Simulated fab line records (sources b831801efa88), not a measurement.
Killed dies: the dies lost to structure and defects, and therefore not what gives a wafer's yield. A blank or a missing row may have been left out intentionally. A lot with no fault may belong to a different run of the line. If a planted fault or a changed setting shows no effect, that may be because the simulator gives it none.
Code-filled problem report in 8D (eight disciplines) form || flow gf180mcu || the parts of the form that need people (team, actions taken, sign-off) are left out

## 1. PROBLEM STATEMENT
Wafers without a fault read 3000.0 rpm, standard deviation 1.9; spin_speed_rpm at GF_TOP_METAL_COAT_09 reads a mean of 3038.8 rpm on 6 wafers belonging to 2 lots. Measured from the usual mean, that is +20 standard deviations.
The step: resist thk 1500 nm.
Seen first at day 33 16:11 on litho_track-01, wafer L982.1. At this step, 18 wafers from 6 lots have a number in the record. By rule, "out" or "out of limits" means more than 4 standard deviations away from the usual mean. Any other wafer with a number is counted as sound.

## 2. WHAT IT IS AND WHAT IT IS NOT
{"question": "which readings at this step", "is": "spin_speed_rpm", "is not": "-"}
{"question": "which lots", "is": "L982, L984", "is not": "L962, L963, L964, L967"}
{"question": "which wafers of those lots", "is": "all that have a number", "is not": "-"}
{"question": "read on which tools", "is": "litho_track-01", "is not": "litho_track-02, litho_track-03"}
{"question": "when", "is": "from day 33 16:11", "is not": "up to then (12 sound wafers)"}

## 3. SUSPECTS, AND WHAT RULES EACH OUT
Counting: a tool at a process step up to the reading stays a suspect if it ran every lot that is out and no sound lot after the first of them.
- litho_track-01 at GF_TOP_METAL_COAT_09 (resist thk 1500 nm): kept. It processed each lot that is out, first L982 at day 33 16:11, and no sound lot thereafter; up to then, the last sound lot it processed was L963 at day 28 10:37. On those wafers its own readings are out: spin_speed_rpm.
Remaining after the count: litho_track-01 at GF_TOP_METAL_COAT_09.

## 4. THE CAUSE (what the simulator had put in)
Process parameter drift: litho_track-01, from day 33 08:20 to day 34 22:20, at GF_TOP_METAL_COAT_09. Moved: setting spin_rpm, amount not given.
Only this tool survived the counting.

## 5. THE EFFECT CHAIN, in route order
Each row: a reading whose mean over the struck wafers that have a number lies more than 3 standard deviations from the usual. Readings are gone through only where the record gives a usual standard deviation; hours: the median, over the lots, of the time from a lot's start at the first step in this table giving one to that lot's start at this step; sigmas: the change measured in usual standard deviations.
{"hours": 0, "step": "GF_TOP_METAL_COAT_09", "reading": "spin_speed_rpm", "usual": "3000.0 rpm", "on struck wafers": 3038.8, "change": "+38.8", "sigmas": "+20"}
It contains these process steps:
- GF_TOP_METAL_COAT_09: resist thk 1500 nm.
Later steps that measure or inspect, where all struck wafers having a row at the step show a number for every such reading and not one has moved that far: GF_TOP_METAL_CD_MEAS_14.

## 6. WHAT WOULD HAVE CAUGHT IT SOONER
8 hours passed between the start of the fault at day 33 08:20 and the first reading out of limits in this record, taken at day 33 16:11.
